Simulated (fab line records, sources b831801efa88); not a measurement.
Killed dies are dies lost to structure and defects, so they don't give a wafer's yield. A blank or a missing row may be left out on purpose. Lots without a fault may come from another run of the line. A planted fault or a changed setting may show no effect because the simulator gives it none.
Which tool did it? | flow sky130 | 11 lots, 31 wafers sampled, at 1 step of a route of 708

WHAT THE GAUGES READ, wafer by wafer
SKY_METAL4_OVL_MEAS_14. Usual: METAL4_OVL -4 nm, standard deviation 6.
lot  | measured     | on         | METAL4_OVL (nm) | flag
L962 | day 41 22:36 | overlay-01 | -3 1 -11        |
L961 | day 41 22:40 | overlay-02 | 4 -1 -8         |
L966 | day 43 03:01 | overlay-02 | 4 4 -11         |
L968 | day 43 21:21 | overlay-01 | -3 -6 -6        |
L970 | day 44 07:07 | overlay-01 | -8 0 -12        |
L974 | day 45 04:30 | overlay-02 | -5 1 -1         |
L978 | day 46 21:44 | overlay-01 | -8 -12          |
L980 | day 47 00:02 | overlay-01 | -7 4 -6         |
L981 | day 47 04:20 | overlay-01 | 1 -8 -9         |
L979 | day 47 05:58 | overlay-01 | -10 -1          |
L984 | day 47 22:23 | overlay-01 | 1 -4 1          |

WHICH TOOL RAN EACH LOT (tool, then ch and the chambers of the sampled wafers, then the start)
The record holds no process step before these readings.

WHAT THE TOOLS THEMSELVES READ (means of the sampled wafers that have a number; where no wafer has one, the mark that the record gives instead)
The record holds no such reading with a usual standard deviation.

THE ANSWER, worked out from the rows above alone
Rule: a lot is off if the mean of its wafers that have a number lies more than 3 standard deviations from the usual mean. A lot without any number at a reading at which 4 lots or more have one is off too. The other lots that the step has rows for count as sound. The gauges are gone through in route order, then the tools' own readings, and for those a lot's mean is taken as printed above. The first step at which some lot is off is used, and at that step the reading that is off furthest; a lot without a number counts as furthest.
No lot is off at any reading shown: from this, nothing can be told.

WHAT THE SIMULATOR HAD PUT IN
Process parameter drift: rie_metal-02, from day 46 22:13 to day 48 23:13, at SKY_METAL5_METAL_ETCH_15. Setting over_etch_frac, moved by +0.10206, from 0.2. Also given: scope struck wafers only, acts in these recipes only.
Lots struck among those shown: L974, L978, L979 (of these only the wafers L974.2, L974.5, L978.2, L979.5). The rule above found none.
